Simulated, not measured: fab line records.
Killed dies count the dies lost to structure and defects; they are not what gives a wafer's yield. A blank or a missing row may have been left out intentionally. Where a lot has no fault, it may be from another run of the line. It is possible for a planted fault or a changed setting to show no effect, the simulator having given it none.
Which tool did it? ; flow gf180mcu ; Sampling: 12 lots, 36 wafers, 6 of 602 route steps

## WHAT THE GAUGES SHOWED, per wafer
GF_LVPWELL_OVL_MEAS_07.
lot;measured;on;LVPWELL_OVL (nm)
L507;day 3 21:41;overlay-01;-1.9 -1.3 -2.5
L508;day 4 01:34;overlay-02;-1.4 -0.1 1.1
L509;day 4 08:11;overlay-02;0.5 1.7 2.4
L510;day 4 13:20;overlay-01;-0.4 0.5 1.0
L513;day 5 08:44;overlay-01;-2.6 -1.3 -2.8
L514;day 5 13:48;overlay-02;0.8 0.4 -0.8
L515;day 5 20:07;overlay-02;0.5 1.8 2.0
L517;day 6 05:30;overlay-01;-1.1 -0.2 -0.4
L524;day 7 20:06;overlay-01;0.0 0.8 -1.7
L525;day 8 02:44;overlay-02;2.3 0.8 0.4
L528;day 8 18:11;overlay-02;-0.7 -1.2 0.5
L529;day 9 00:36;overlay-01;-1.0 -2.8 -1.5

GF_LVPWELL_TW_MEAS_11.
lot;measured;on;LVPWELL_TW
L507;day 3 22:07;film-metro-01;564 565 563
L508;day 4 02:00;film-metro-04;568 565 567
L509;day 4 08:38;film-metro-02;557 557 557
L510;day 4 13:47;film-metro-04;567 564 566
L513;day 5 09:10;film-metro-02;572 573 574
L514;day 5 14:14;film-metro-01;558 562 564
L515;day 5 20:33;film-metro-01;577 576 575
L517;day 6 06:01;film-metro-01;563 559 559
L524;day 7 20:32;film-metro-02;559 558 556
L525;day 8 03:11;film-metro-04;566 568 569
L528;day 8 18:38;film-metro-02;555 555 556
L529;day 9 01:02;film-metro-02;559 559 559

GF_MVSD_OVL_MEAS_07.
lot;measured;on;MVSD_OVL (nm)
L507;day 4 11:08;overlay-02;-0.2 -0.4 -1.1
L508;day 4 14:50;overlay-01;-1.5 -0.7 -2.0
L509;day 4 21:17;overlay-02;0.0 0.5 0.2
L510;day 5 03:59;overlay-01;-0.2 -0.6 2.2
L513;day 5 23:05;overlay-02;1.8 1.8 1.0
L514;day 6 04:20;overlay-01;0.5 1.1 0.6
L515;day 6 10:56;overlay-01;-2.9 -2.2 -1.9
L517;day 6 20:56;overlay-02;0.6 0.2 1.4
L524;day 8 12:38;overlay-01;0.2 1.3 -0.3
L525;day 8 20:08;overlay-01;0.0 -0.3 -1.0
L528;day 9 12:14;overlay-02;-0.3 0.0 -0.4
L529;day 9 17:20;overlay-02;-1.1 0.1 -1.1

GF_VT_IMPLANT_RS_MEAS_48: a four-point-probe measurement.
lot;measured;on;LVPWELL_RS (ohm/sq)
L507;day 7 14:30;film-metro-01;1193.7 1196.0 1193.9
L508;day 7 18:28;film-metro-04;1200.3 1196.1 1198.3
L509;day 8 02:48;film-metro-04;1194.6 1198.1 1195.1
L510;day 8 10:08;film-metro-04;1192.9 1194.6 1197.1
L513;day 9 08:38;film-metro-02;1114.7 1109.8 1113.6
L514;day 9 16:35;film-metro-02;1195.0 1196.3 1196.4
L515;day 9 23:40;film-metro-02;1111.5 1112.0 1114.3
L517;day 10 12:00;film-metro-01;1193.6 1194.5 1194.7
L524;day 12 08:51;film-metro-01;1195.9 1200.0 1199.4
L525;day 12 17:34;film-metro-01;1196.4 1200.0 1196.5
L528;day 13 13:05;film-metro-01;1193.7 1191.4 1194.9
L529;day 13 18:24;film-metro-01;1190.1 1196.3 1189.9

## WHAT TOOL EACH LOT RAN ON (gives the tool, then ch and the chambers of the sampled wafers, and finally the start)
lot;GF_DNWELL_STRIP_08;GF_LVPWELL_IMPLANT_09
L507;plasma-asher-03 ch 0,1, day 2 19:41;implanter-01 ch 0, day 3 21:53
L508;plasma-asher-04 ch 0,1, day 3 00:13;implanter-02 ch 0, day 4 01:47
L509;plasma-asher-01 ch 0,1, day 3 05:58;implanter-01 ch 0, day 4 08:26
L510;plasma-asher-01 ch 0,1, day 3 11:26;implanter-02 ch 0, day 4 13:32
L513;plasma-asher-01 ch 0,1, day 4 05:20;implanter-02 ch 0, day 5 08:55
L514;plasma-asher-01 ch 0,1, day 4 09:20;implanter-01 ch 0, day 5 14:01
L515;plasma-asher-01 ch 0,1, day 4 15:58;implanter-02 ch 0, day 5 20:20
L517;plasma-asher-01 ch 0,1, day 5 01:29;implanter-01 ch 0, day 6 05:47
L524;plasma-asher-01 ch 0,1, day 6 12:14;implanter-01 ch 0, day 7 20:18
L525;plasma-asher-01 ch 0,1, day 6 19:01;implanter-01 ch 0, day 8 02:58
L528;plasma-asher-04 ch 0,1, day 7 09:35;implanter-01 ch 0, day 8 18:23
L529;plasma-asher-01 ch 0,1, day 7 14:50;implanter-01 ch 0, day 9 00:48
- GF_DNWELL_STRIP_08: strips in O2/N2.
- GF_LVPWELL_IMPLANT_09

## WHAT THE TOOLS THEMSELVES READ (means of the sampled wafers that have a number; where no wafer has one, the mark that the record gives instead)
GF_DNWELL_STRIP_08.
lot;tool;drypump-motor-current-A (A);heater-power-w (W);oes-product-au (a.u.);platen-temp-c (C);strip-time-to-endpoint-s (s)
L507;plasma-asher-03;6.04;341;0.724;249.84;37.01
L508;plasma-asher-04;5.81;348;0.724;250.25;37.14
L509;plasma-asher-01;6.03;331;0.721;250.23;36.89
L510;plasma-asher-01;6.01;329;0.720;250.19;37.07
L513;plasma-asher-01;5.98;328;0.727;250.05;37.05
L514;plasma-asher-01;5.98;339;0.724;249.89;37.04
L515;plasma-asher-01;6.01;332;0.724;250.15;36.97
L517;plasma-asher-01;5.97;338;0.721;250.04;36.87
L524;plasma-asher-01;5.99;331;0.723;249.80;37.04
L525;plasma-asher-01;6.01;328;0.719;249.97;37.02
L528;plasma-asher-04;5.84;353;0.725;249.99;36.95
L529;plasma-asher-01;5.98;336;0.725;249.91;37.05

GF_LVPWELL_IMPLANT_09.
lot;tool;dose-ions-cm2;faraday-current-uA
L507;implanter-01;5e+12;27.9
L508;implanter-02;5e+12;28.5
L509;implanter-01;5e+12;28.6
L510;implanter-02;5e+12;28.1
L513;implanter-02;7e+12;41.2
L514;implanter-01;5e+12;28.6
L515;implanter-02;7e+12;40.0
L517;implanter-01;5e+12;28.1
L524;implanter-01;5e+12;29.0
L525;implanter-01;5e+12;28.1
L528;implanter-01;5e+12;28.2
L529;implanter-01;5e+12;28.4

## THE ANSWER, worked out from the rows above alone
Rule: usual is defined by the lots themselves. Put in order of their means at a reading, lots are off if they are a third of the lots or fewer, leave a main group of 4 or more, and stand apart from it by a gap of 3 or more times the standard deviation of the main group's means; of several such gaps the widest counts. If all means in a main group match to the digits the tables above print for the reading, that group is not used. A lot without any number at a reading at which 4 lots or more have one is off too. All remaining lots with rows at the step are treated as sound. First the gauges in route order, then the tools' own readings, where a lot's mean is used as printed above. The first step at which some lot is off is used, and at that step the reading that is off furthest; a lot without a number counts as furthest.
Off: L513, L515, seen at GF_VT_IMPLANT_RS_MEAS_48 (LVPWELL_RS). Mean 1195.5 ohm/sq and standard deviation 2 in the main group.
A tool fits if, at a process step before that reading, it ran every lot that is off, and no sound lot after the first of them. Not tried: the gauges at GF_VT_IMPLANT_RS_MEAS_48; whatever is off there is also off at GF_LVPWELL_IMPLANT_09, on other tools, and gauge error can't account for it. One fits: implanter-02 at GF_LVPWELL_IMPLANT_09. A fault onset in the window from L510 (day 4 13:32, its last sound lot) to L513 (day 5 08:55, its first lot off) fits.
The tool's own readings at GF_LVPWELL_IMPLANT_09 bear it out: on the lots that are off they differ by more than 5 times the standard deviation of the sound lots' means. dose-ions-cm2 reads 7e+12 there against 5e+12 on the sound lots; faraday-current-uA reads 40.6 there against 28.4 on the sound lots.

## WHAT THE SIMULATOR HAD PUT IN
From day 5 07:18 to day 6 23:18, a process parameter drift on implanter-02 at GF_LVPWELL_IMPLANT_09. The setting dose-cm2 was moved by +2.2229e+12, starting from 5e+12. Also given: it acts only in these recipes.
Struck lots among those shown: L513, L515. The same result came from the rule above.
